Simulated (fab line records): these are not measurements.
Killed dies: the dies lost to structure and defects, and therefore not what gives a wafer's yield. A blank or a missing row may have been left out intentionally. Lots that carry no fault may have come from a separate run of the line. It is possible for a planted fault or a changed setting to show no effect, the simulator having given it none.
fab line records	flow sky130	part 1 of 2: steps 1 to 25 of 36
record: lots: 5	wafers: 15	lastDay: 49
route steps=708 shown LI_CONTACT@376 LOCAL_INTERCONNECT@387 CONTACT@406
lots with no fault: from the same line, run without faults
startH: hours from the record's first day to the start of the lot's first wafer shown	waitH: time in hours since the lot's previous step	" unchanged from the row above	L1.1+2: a single row standing in for several wafers	- either no value or no given start	* or withheld: withheld	< > ~ a bound
route shown NAME@n: NAME is a module with steps in the file, n the number in the route of the first one	usual: average and standard deviation across the fault-free wafers	same: alike in all rows	chamber/n: place in a boat	sites: per-site readings	_std_site: standard deviation of those values	_edge_site: inner sites' mean taken away from outer sites' mean	radiusMm: for every site, how far away it sits from the centre of the wafer	mask NAME#n: copy n	behind: the most recent tool/chamber to have shaped the wafer	hold: the reason the lot was held/the length of the hold in hours/how it ended	device: the n, p or np transistor that did not switch	end of line: the tests these same wafers got at the end of their route	for a step that has no rows: nothing shown but its recipe	killed: at the first sort, the dies lost to defects and structure; wafer yield is something else	map: shows each die of a wafer: x if killed, . if not, _ if none is there
set.NAME: the setting that was run; set.NAME@STEP: the one run at that earlier step	model.NAME: the simulator's own value behind a step, which no gauge read
lots at some steps of the route; a table a step, a row a wafer
services: a tool's chamber out of use, with start hour (startH, from the record's first day; less than 0 if before it), hours out, and reason
== steps ==
step: SKY_LI_CONTACT_ETCH_14
recipe: chemistry: N2/H2	target: BARC	ionEnergyEv: 200	sourceW: 500	biasW: 100	pressureMtorr: 30	n2FlowSccm: 100	h2FlowSccm: 200	stopOn: SiO2	timeS: 45.9	targetDepthA: 600
usual: drypumpMotorCurrentA: 5.7/0.33	oesProductAu: 0.855/0.0046	throttleValvePct: 13.224/0.0087
lot.wafer	tool	chamber	startH	waitH	drypumpMotorCurrentA	oesProductAu	rfHoursCounterH	throttleValvePct
L077.1	rieDiel-02	2	702.09	0.0	5.4	0.857	3	13.233
L077.3	"	1	"	"	5.7	0.859	7	13.231
L077.6	"	2	"	"	5.5	0.849	-	13.223
L080.2	rieDiel-04	0	730.13	0.0	5.9	0.860	3	13.221
L080.3	"	2	"	"	5.7	0.854	4	13.227
L080.5	"	3	"	"	5.9	0.860	-	13.219
L083.1	rieDiel-02	3	755.61	0.0	5.5	0.853	8	13.238
L083.3	"	2	"	"	5.5	0.862	4	13.222
L083.5	"	0	"	"	6.1	0.845	-	13.216
L090.2	rieDiel-03	0	805.61	0.0	5.4	0.853	6	13.235
L090.3	"	3	"	"	4.9	0.853	11	13.205
L090.5	"	0	"	"	5.4	0.847	-	13.215
L093.2	rieDiel-04	1	835.86	0.0	5.7	0.856	17	13.213
L093.4	"	3	"	"	5.9	0.846	2	13.228
L093.5	"	1	"	"	5.7	0.854	-	13.228
step: SKY_LI_CONTACT_ETCH_15
recipe: target: PSG	chemistry: C4F8/O2/Ar	stopOn: Si	taperDeg: 4.15	maskMaterial: KrF-thick	sourceW: 1500	biasW: 1200	pressureMtorr: 40	c4f8FlowSccm: withheld	O2_flow_sccm: 6	Ar_flow_sccm: 300	timeS: withheld	targetDepthA: 6000
usual: oesProductAu: 0.837/0.0049
lot.wafer	tool	chamber	startH	waitH	oesProductAu
L077.1	rieDiel-02	2	702.13	0.0	0.834
L077.3	"	1	"	"	0.841
L077.6	"	2	"	"	0.833
L080.2	rieDiel-04	0	730.17	0.0	0.839
L080.3	"	2	"	"	0.842
L080.5	"	3	"	"	0.838
L083.1	rieDiel-02	3	755.65	0.0	0.839
L083.3	"	2	"	"	0.830
L083.5	"	0	"	"	0.830
L090.2	rieDiel-03	0	805.65	0.0	0.826
L090.3	"	3	"	"	0.838
L090.5	"	0	"	"	0.833
L093.2	rieDiel-04	1	835.90	0.0	0.837
L093.4	"	3	"	"	0.848
L093.5	"	1	"	"	0.830
step: SKY_LI_CONTACT_STRIP_16
recipe: chemistry: O2/N2	powerW: 1400	pressureMtorr: 1500	platenTempC: withheld	o2FlowSccm: 3000	n2FlowSccm: 300	overashFraction: 0.5
usual: drypumpMotorCurrentA: 5.8/0.51	oesProductAu: 0.376/0.0047	stripTimeToEndpointS: 3.49/0.037
lot.wafer	tool	chamber	startH	waitH	drypumpMotorCurrentA	oesProductAu	rfHoursCounterH	stripTimeToEndpointS
L077.1	plasmaAsher-03	0	702.22	-	6.5	0.379	93	3.50
L077.3	"	0	"	"	6.5	0.376	-	3.50
L077.6	"	1	"	"	5.6	0.373	-	3.52
L080.2	plasmaAsher-03	0	730.26	-	6.5	0.370	96	3.50
L080.3	"	1	"	"	5.6	0.365	-	3.50
L080.5	"	1	"	"	5.6	0.376	-	3.51
L083.1	plasmaAsher-01	0	755.74	-	5.3	0.377	34	3.49
L083.3	"	0	"	"	5.3	0.368	-	3.59
L083.5	"	1	"	"	6.3	0.382	-	3.52
L090.2	plasmaAsher-01	0	805.74	-	5.3	0.380	39	3.47
L090.3	"	0	"	"	5.3	0.379	-	3.51
L090.5	"	1	"	"	6.3	0.372	-	3.48
L093.2	plasmaAsher-04	0	835.99	-	5.8	0.363	10	3.45
L093.4	"	0	"	"	5.8	0.373	-	3.45
L093.5	"	1	"	"	5.1	0.367	-	3.48
step: SKY_LI_CONTACT_CLEAN_17
recipe: chemistry: NMP	timeS: 600	tempC: 60	dry: n2Spin
lot.wafer	tool	chamber	startH	waitH
L077.1+3+6	wetBench-04	2	702.32	0.1
L080.2+3+5	wetBench-03	3	730.36	0.1
L083.1+3+5	wetBench-04	3	755.84	0.1
L090.2+3+5	wetBench-04	0	805.84	0.1
L093.2+4+5	wetBench-03	3	836.09	0.1
step: SKY_LI_CONTACT_PRE_CLEAN_18
recipe: gas: Ar	timeS: 5.6	biasV: 358
lot.wafer	tool	chamber	startH	waitH
L077.1+3+6	pvdSputter-01	-	702.51	0.0
L080.2+3+5	pvdSputter-02	-	730.53	0.0
L083.1+3+5	pvdSputter-01	-	756.01	0.0
L090.2+3+5	pvdSputter-02	-	806.01	0.0
L093.2+4+5	pvdSputter-03	-	836.26	0.0
step: SKY_LI_CONTACT_SPUTTER_19
recipe: material: Ti	targetThkNm: 20	chamberPressurePa: 5	powerW: 2500	substrateTempC: 200	timeS: 106.37
usual: throttleValvePct: 30.3/1
lot.wafer	tool	chamber	startH	waitH	throttleValvePct
L077.1	pvdSputter-01	-	702.53	0.0	31.2
L077.3	"	-	"	"	28.6
L077.6	"	-	"	"	28.8
L080.2	pvdSputter-02	-	730.55	0.0	29.4
L080.3	"	-	"	"	31.4
L080.5	"	-	"	"	31.4
L083.1	pvdSputter-01	-	756.03	0.0	28.8
L083.3	"	-	"	"	29.0
L083.5	"	-	"	"	29.2
L090.2	pvdSputter-02	-	806.03	0.0	31.4
L090.3	"	-	"	"	31.1
L090.5	"	-	"	"	31.0
L093.2	pvdSputter-03	-	836.28	0.0	29.6
L093.4	"	-	"	"	29.6
L093.5	"	-	"	"	29.7
step: SKY_LI_CONTACT_SPUTTER_20
recipe: material: TiN	targetThkNm: 20	chamberPressurePa: 5	powerW: 4000	timeS: 80
usual: throttleValvePct: 30.2/1
lot.wafer	tool	chamber	startH	waitH	throttleValvePct
L077.1	pvdSputter-01	-	702.61	0.0	31.4
L077.3	"	-	"	"	28.4
L077.6	"	-	"	"	28.5
L080.2	pvdSputter-02	-	730.63	0.0	29.8
L080.3	"	-	"	"	31.0
L080.5	"	-	"	"	31.3
L083.1	pvdSputter-01	-	756.11	0.0	28.7
L083.3	"	-	"	"	29.0
L083.5	"	-	"	"	29.2
L090.2	pvdSputter-02	-	806.11	0.0	31.6
L090.3	"	-	"	"	31.2
L090.5	"	-	"	"	30.9
L093.2	pvdSputter-03	-	836.36	0.0	29.5
L093.4	"	-	"	"	29.5
L093.5	"	-	"	"	29.7
step: SKY_LI_CONTACT_CVD_21
recipe: material: W	targetThkNm: 400	timeS: 120.56	tempC: 400	pressureTorr: 40
usual: heaterPowerW: 860/59
lot.wafer	tool	chamber	startH	waitH	heaterPowerW
L077.1	cvdW-02	1	702.67	0.0	949
L077.3	"	0	"	"	783
L077.6	"	0	"	"	780
L080.2	cvdW-02	1	730.69	0.0	903
L080.3	"	1	"	"	918
L080.5	"	0	"	"	798
L083.1	cvdW-01	0	756.17	0.0	825
L083.3	"	0	"	"	802
L083.5	"	1	"	"	902
L090.2	cvdW-01	0	806.17	0.0	838
L090.3	"	1	"	"	919
L090.5	"	0	"	"	806
L093.2	cvdW-02	0	836.42	0.0	790
L093.4	"	0	"	"	790
L093.5	"	1	"	"	932
step: SKY_LI_CONTACT_RS_MEAS_22
recipe: thkMeasGauge: four-point-probe	reads: W_of_LI_CONTACT_CVD_21+TiN_of_LI_CONTACT_SPUTTER_20+Ti_of_LI_CONTACT_SPUTTER_19
usual: LI_CONTACT_W_RS: 0.284/0.0041
lot.wafer	tool	chamber	startH	waitH	LI_CONTACT_W_RS[ohm/sq]
L077.1	filmMetro-03	-	702.79	0.1	0.278
L077.3	"	-	"	"	0.284
L077.6	"	-	"	"	0.282
L080.2	filmMetro-02	-	730.84	0.1	0.277
L080.3	"	-	"	"	0.281
L080.5	"	-	"	"	0.286
L083.1	filmMetro-02	-	756.30	0.1	0.283
L083.3	"	-	"	"	0.283
L083.5	"	-	"	"	0.288
L090.2	filmMetro-02	-	806.32	0.1	0.280
L090.3	"	-	"	"	0.286
L090.5	"	-	"	"	0.281
L093.2	filmMetro-03	-	836.57	0.1	0.286
L093.4	"	-	"	"	0.283
L093.5	"	-	"	"	0.274
step: SKY_LI_CONTACT_THK_MEAS_23
recipe: thkMeasGauge: xrf	reads: W_of_LI_CONTACT_CVD_21
usual: LI_CONTACT_W_THK: 400/9.3
lot.wafer	tool	chamber	startH	waitH	LI_CONTACT_W_THK[nm]
L077.1	filmMetro-03	-	702.91	0.1	414
L077.3	"	-	"	"	403
L077.6	"	-	"	"	410
L080.2	filmMetro-02	-	730.95	0.1	405
L080.3	"	-	"	"	400
L080.5	"	-	"	"	394
L083.1	filmMetro-02	-	756.42	0.1	390
L083.3	"	-	"	"	393
L083.5	"	-	"	"	387
L090.2	filmMetro-02	-	806.43	0.1	404
L090.3	"	-	"	"	395
L090.5	"	-	"	"	397
L093.2	filmMetro-03	-	836.68	0.1	396
L093.4	"	-	"	"	401
L093.5	"	-	"	"	418
step: SKY_LI_CONTACT_CMP_24
recipe: stopOn: PSG	tOverpolishS: 20	downForcePsi: 3.5	platenRpm: 60	targetThkNm: 0	padVelocityMS: 0.94248
usual: motorCurrentA: 10.6/0.98	overpolishRunS: 20.000/0.0096	timeToEndpointS: 98/5.4
lot.wafer	tool	chamber	startH	waitH	motorCurrentA	overpolishRunS	timeToEndpointS
L077.1	cmp-02	3	702.97	0.1	10.4	20.001	93
L077.3	"	1	"	"	11.1	19.986	93
L077.6	"	3	"	"	9.8	19.986	97
L080.3	cmp-02	3	731.05	0.1	10.2	20.014	93
L080.2	"	1	"	"	11.6	19.994	93
L080.5	"	2	"	"	9.3	19.986	99
L083.1	cmp-02	2	756.48	0.1	8.6	20.008	101
L083.3	"	0	"	"	11.8	19.986	90
L083.5	"	3	"	"	10.4	20.008	91
L090.3	cmp-02	2	806.58	0.1	8.5	19.998	105
L090.2	"	3	"	"	10.4	19.998	105
L090.5	"	0	"	"	11.4	19.986	97
L093.4	cmp-01	1	836.73	0.0	10.9	19.996	103
L093.2	"	3	"	"	9.7	19.993	88
L093.5	"	2	"	"	10.4	20.013	106
step: SKY_LOCAL_INTERCONNECT_SPUTTER_00
recipe: material: TiN	targetThkNm: 100	tempC: 300	powerW: 6500	timeS: 83.3	chamberPressurePa: 0.4
usual: throttleValvePct: 30.4/0.88
lot.wafer	tool	chamber	startH	waitH	throttleValvePct
L077.1	pvdSputter-04	-	703.27	0.2	30.8
L077.3	"	-	"	"	29.6
L077.6	"	-	"	"	29.9
L080.2	pvdSputter-04	-	731.30	0.1	29.6
L080.3	"	-	"	"	31.1
L080.5	"	-	"	"	31.2
L083.1	pvdSputter-04	-	756.78	0.2	29.8
L083.3	"	-	"	"	29.7
L083.5	"	-	"	"	30.6
L090.2	pvdSputter-04	-	806.78	0.1	29.7
L090.3	"	-	"	"	31.5
L090.5	"	-	"	"	31.3
L093.2	pvdSputter-01	-	837.03	0.1	31.3
L093.4	"	-	"	"	29.2
L093.5	"	-	"	"	30.7
step: SKY_LOCAL_INTERCONNECT_RS_MEAS_01
recipe: thkMeasGauge: four-point-probe	reads: TiN_of_LOCAL_INTERCONNECT_SPUTTER_00
usual: LOCAL_INTERCONNECT_TIN_RS: 14.08/0.18
lot.wafer	tool	chamber	startH	waitH	LOCAL_INTERCONNECT_TIN_RS[ohm/sq]
L077.1	filmMetro-01	-	703.33	0.0	14.00
L077.3	"	-	"	"	13.94
L077.6	"	-	"	"	14.18
L080.2	filmMetro-01	-	731.38	0.1	14.38
L080.3	"	-	"	"	14.25
L080.5	"	-	"	"	14.25
L083.1	filmMetro-03	-	756.84	0.0	14.10
L083.3	"	-	"	"	14.25
L083.5	"	-	"	"	14.09
L090.2	filmMetro-03	-	806.86	0.1	14.06
L090.3	"	-	"	"	13.83
L090.5	"	-	"	"	13.97
L093.2	filmMetro-01	-	837.11	0.1	14.21
L093.4	"	-	"	"	14.05
L093.5	"	-	"	"	13.73
step: SKY_LOCAL_INTERCONNECT_THK_MEAS_02
recipe: thkMeasGauge: xrf	reads: TiN_of_LOCAL_INTERCONNECT_SPUTTER_00
usual: LOCAL_INTERCONNECT_TIN_THK: 99.5/1.2
lot.wafer	tool	chamber	startH	waitH	LOCAL_INTERCONNECT_TIN_THK[nm]
L077.1	filmMetro-01	-	703.45	0.1	100.5
L077.3	"	-	"	"	100.6
L077.6	"	-	"	"	99.0
L080.2	filmMetro-01	-	731.49	0.1	97.2
L080.3	"	-	"	"	98.9
L080.5	"	-	"	"	98.4
L083.1	filmMetro-03	-	756.96	0.1	99.1
L083.3	"	-	"	"	97.7
L083.5	"	-	"	"	99.2
L090.2	filmMetro-03	-	806.97	0.1	99.7
L090.3	"	-	"	"	100.9
L090.5	"	-	"	"	100.6
L093.2	filmMetro-01	-	837.22	0.1	99.5
L093.4	"	-	"	"	100.3
L093.5	"	-	"	"	102.4
step: SKY_LOCAL_INTERCONNECT_DEHYDRATE_03
recipe: tempC: 200	timeS: 60
usual: plateTempC: 199.97/0.17
lot.wafer	tool	chamber	startH	waitH	plateTempC
L077.1	lithoTrack-01	0	716.58	13.1	199.65
L077.3	"	0	"	"	199.81
L077.6	"	0	"	"	199.91
L080.2	lithoTrack-01	0	743.81	12.3	199.97
L080.3	"	0	"	"	199.66
L080.5	"	0	"	"	199.87
L083.1	lithoTrack-01	0	770.04	13.1	200.31
L083.3	"	0	"	"	200.16
L083.5	"	0	"	"	199.98
L090.2	lithoTrack-04	0	819.55	12.6	199.98
L090.3	"	0	"	"	200.00
L090.5	"	0	"	"	200.25
L093.2	lithoTrack-03	0	849.65	12.4	199.68
L093.4	"	0	"	"	199.74
L093.5	"	0	"	"	199.82
step: SKY_LOCAL_INTERCONNECT_HMDS_04
recipe: primeTimeS: 60	primeTempC: 120
lot.wafer	tool	chamber	startH	waitH
L077.1+3+6	lithoTrack-01	0	716.73	0.1
L080.2+3+5	lithoTrack-01	0	743.96	0.1
L083.1+3+5	lithoTrack-01	0	770.19	0.1
L090.2+3+5	lithoTrack-04	0	819.70	0.1
L093.2+4+5	lithoTrack-03	0	849.80	0.1
step: SKY_LOCAL_INTERCONNECT_COAT_05
recipe: resist: BARC	tempC: withheld	timeS: withheld	spinRpm: 3000	resistThkNm: 60
usual: spinSpeedRpm: 2999.5/1.9
lot.wafer	tool	chamber	startH	waitH	spinSpeedRpm
L077.1	lithoTrack-01	0	716.88	0.1	3001.4
L077.3	"	0	"	"	3000.7
L077.6	"	0	"	"	3001.5
L080.2	lithoTrack-01	0	744.11	0.1	3001.1
L080.3	"	0	"	"	3001.6
L080.5	"	0	"	"	2996.8
L083.1	lithoTrack-01	0	770.34	0.1	2999.0
L083.3	"	0	"	"	2998.4
L083.5	"	0	"	"	3002.6
L090.2	lithoTrack-04	0	819.85	0.1	2999.8
L090.3	"	0	"	"	3002.3
L090.5	"	0	"	"	3003.3
L093.2	lithoTrack-03	0	849.95	0.1	2997.6
L093.4	"	0	"	"	2996.6
L093.5	"	0	"	"	2999.2
step: SKY_LOCAL_INTERCONNECT_COAT_06
recipe: resist: KrF-thick	spinRpm: 3000	resistThkNm: 450
usual: spinSpeedRpm: 3000.0/2
lot.wafer	tool	chamber	startH	waitH	spinSpeedRpm
L077.1	lithoTrack-01	0	-	-	3001.1
L077.3	"	0	"	"	2999.2
L077.6	"	0	"	"	3002.7
L080.2	lithoTrack-01	0	-	-	3000.4
L080.3	"	0	"	"	3001.8
L080.5	"	0	"	"	2998.4
L083.1	lithoTrack-01	0	-	-	3002.1
L083.3	"	0	"	"	3000.4
L083.5	"	0	"	"	3000.7
L090.2	lithoTrack-04	0	-	-	3000.3
L090.3	"	0	"	"	3000.3
L090.5	"	0	"	"	3000.7
L093.2	lithoTrack-03	0	-	-	3000.1
L093.4	"	0	"	"	2997.0
L093.5	"	0	"	"	2999.2
step: SKY_LOCAL_INTERCONNECT_SOFTBAKE_07
recipe: tempC: 100	timeS: 90	resist: KrF-thick
usual: plateTempC: 100.01/0.13
lot.wafer	tool	chamber	startH	waitH	plateTempC
L077.1	lithoTrack-01	0	-	-	100.00
L077.3	"	0	"	"	100.02
L077.6	"	0	"	"	99.86
L080.2	lithoTrack-01	0	-	-	99.95
L080.3	"	0	"	"	100.08
L080.5	"	0	"	"	100.23
L083.1	lithoTrack-01	0	-	-	99.80
L083.3	"	0	"	"	100.17
L083.5	"	0	"	"	100.01
L090.2	lithoTrack-04	0	-	-	100.02
L090.3	"	0	"	"	100.03
L090.5	"	0	"	"	99.95
L093.2	lithoTrack-03	0	-	-	99.90
L093.4	"	0	"	"	100.10
L093.5	"	0	"	"	100.11
step: SKY_LOCAL_INTERCONNECT_EXPOSE_08
recipe: maskId: LI1M	na: 0.8	sourceShape: annular	sigmaInner: 0.55	sigmaOuter: 0.85	targetCdNm: 170	doseMj: 28
lot.wafer	tool	chamber	startH	waitH	mask
L077.1+3+6	krfScanner-01	0	-	-	LI1M#0
L080.2+3+5	krfScanner-01	0	-	-	LI1M#0
L083.1+3+5	krfScanner-01	0	-	-	LI1M#0
L090.2+3+5	krfScanner-02	0	-	-	LI1M#0
L093.2+4+5	krfScanner-02	0	-	-	LI1M#0
step: SKY_LOCAL_INTERCONNECT_PEB_09
recipe: pebTempC: withheld	pebTimeS: withheld	resist: KrF-thick
lot.wafer	tool	chamber	startH	waitH
L077.1+3+6	lithoTrack-03	0	-	-
L080.2+3+5	lithoTrack-04	0	-	-
L083.1+3+5	lithoTrack-01	0	-	-
L090.2+3+5	lithoTrack-01	0	-	-
L093.2+4+5	lithoTrack-04	0	-	-
step: SKY_LOCAL_INTERCONNECT_DEVELOP_10
recipe: developTimeS: 60	resist: KrF-thick	devTempC: 21
lot.wafer	tool	chamber	startH	waitH
L077.1+3+6	lithoTrack-03	0	-	-
L080.2+3+5	lithoTrack-04	0	-	-
L083.1+3+5	lithoTrack-01	0	-	-
L090.2+3+5	lithoTrack-01	0	-	-
L093.2+4+5	lithoTrack-04	0	-	-
step: SKY_LOCAL_INTERCONNECT_CD_MEAS_11
recipe: targetCdNm: 170
usual: cdNm: 169.5/1.5
lot.wafer	tool	chamber	startH	waitH	cdNm
L077.1	cdSem-01	-	730.92	-	168.0
L077.3	"	-	"	"	167.6
L077.6	"	-	"	"	168.1
L080.2	cdSem-01	-	758.19	-	170.1
L080.3	"	-	"	"	168.9
L080.5	"	-	"	"	170.1
L083.1	cdSem-01	-	784.29	-	172.1
L083.3	"	-	"	"	172.1
L083.5	"	-	"	"	172.0
L090.2	cdSem-02	-	833.06	-	168.5
L090.3	"	-	"	"	169.6
L090.5	"	-	"	"	168.7
L093.2	cdSem-01	-	863.34	-	169.2
L093.4	"	-	"	"	170.5
L093.5	"	-	"	"	170.2
step: SKY_LOCAL_INTERCONNECT_OVL_MEAS_12
usual: LOCAL_INTERCONNECT_OVL: 0/5.5
lot.wafer	tool	chamber	startH	waitH	LOCAL_INTERCONNECT_OVL[nm]
L077.1	overlay-01	-	731.04	0.1	1
L077.3	"	-	"	"	4
L077.6	"	-	"	"	-5
L080.2	overlay-01	-	758.30	0.1	-9
L080.3	"	-	"	"	-2
L080.5	"	-	"	"	-1
L083.1	overlay-02	-	784.41	0.1	4
L083.3	"	-	"	"	5
L083.5	"	-	"	"	1
L090.2	overlay-01	-	833.16	0.1	-1
L090.3	"	-	"	"	-2
L090.5	"	-	"	"	-3
L093.2	overlay-01	-	863.45	0.1	4
L093.4	"	-	"	"	6
L093.5	"	-	"	"	-3
step: SKY_LOCAL_INTERCONNECT_ETCH_13
recipe: chemistry: N2/H2	target: BARC	ionEnergyEv: 200	biasW: 100	pressureMtorr: 30	n2FlowSccm: 100	h2FlowSccm: 200	icpW: 500	stopOn: SiO2	timeS: 45.9	targetDepthA: 600
usual: drypumpMotorCurrentA: 5.8/0.73	oesProductAu: 0.856/0.0043	throttleValvePct: 13.225/0.0086
lot.wafer	tool	chamber	startH	waitH	drypumpMotorCurrentA	oesProductAu	rfHoursCounterH	throttleValvePct
L077.1	rieMetal-02	1	731.08	0.0	5.1	0.858	1	13.226
L077.3	"	1	"	"	5.1	0.863	-	13.234
L077.6	"	1	"	"	5.1	0.855	-	13.228
L080.2	rieMetal-03	0	758.35	0.0	6.8	0.855	-	13.240
L080.3	"	0	"	"	6.9	0.861	-	13.222
L080.5	"	0	"	"	6.8	0.855	-	13.227
L083.1	rieMetal-02	1	784.44	0.0	5.1	0.855	3	13.218
L083.3	"	0	"	"	5.7	0.854	-	13.230
L083.5	"	1	"	"	5.1	0.846	-	13.224
L090.2	rieMetal-01	0	833.19	0.0	5.9	0.860	14	13.226
L090.3	"	1	"	"	4.9	0.861	-	13.220
L090.5	"	1	"	"	4.9	0.852	-	13.228
L093.2	rieMetal-01	1	863.48	0.0	4.9	0.849	8	13.216
L093.4	"	0	"	"	5.9	0.857	-	13.223
L093.5	"	1	"	"	4.9	0.858	-	13.225
